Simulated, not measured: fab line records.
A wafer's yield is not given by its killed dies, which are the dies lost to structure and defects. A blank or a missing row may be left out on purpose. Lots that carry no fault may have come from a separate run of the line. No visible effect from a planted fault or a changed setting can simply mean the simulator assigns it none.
Matching of chambers :: flow gf180mcu :: GF_STI_CMP_25 on cmp-02 has 4 sister chambers
The step polishes, stops on Si3N4, t overpolish 33 s, target thk 524.6 nm. 4 wafers are shown with their chamber, then 8 later ones without.

WAFERS PAIRED WITH THEIR CHAMBERS
wafer: L389.2
chamber: 1
motorCurrentA (A): 13.2

wafer: L390.1
chamber: 3
motorCurrentA (A): 15.2

wafer: L390.4
chamber: 0
motorCurrentA (A): 10.9

wafer: L395.2
chamber: 2
motorCurrentA (A): 11.7

WAFERS MISSING THEIR CHAMBER
wafer: L395.3
motorCurrentA (A): 10.5

wafer: L395.6
motorCurrentA (A): 12.9

wafer: L396.1
motorCurrentA (A): 15.4

wafer: L396.4
motorCurrentA (A): 10.5

wafer: L396.6
motorCurrentA (A): 13.0

wafer: L400.2
motorCurrentA (A): 10.2

wafer: L400.4
motorCurrentA (A): 15.6

wafer: L400.6
motorCurrentA (A): 9.9

THE CHAMBER EACH PASSED THROUGH
wafer: L395.3
from the rows above: can't be placed: 0 or 2
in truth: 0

wafer: L395.6
from the rows above: can't be placed: 1 or 2
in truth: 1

wafer: L396.1
from the rows above: 3
in truth: 3

wafer: L396.4
from the rows above: can't be placed: 0 or 2
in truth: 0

wafer: L396.6
from the rows above: 1
in truth: 1

wafer: L400.2
from the rows above: can't be placed: 0 or 2
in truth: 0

wafer: L400.4
from the rows above: 3
in truth: 3

wafer: L400.6
from the rows above: can't be placed: 0 or 2
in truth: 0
Correctly placed: 3 of 8. Not placeable from these rows: 5 (in 5, the candidates include the true chamber). Number placed wrongly: 0.
How it was worked out, from the rows above alone: a wafer's distance from a chamber is the root of the sum, over the readings, of the square of ((its reading less the chamber's mean) divided by the reading's scatter). If the next closest chamber is less than 2 further off than the closest, the wafer can't be placed; otherwise it belongs to the closest. Each chamber's mean is taken over the wafers shown for it. The scatter: with one shown wafer a chamber, the root of the mean of the squares of how far each hidden wafer lies from its nearest shown one.
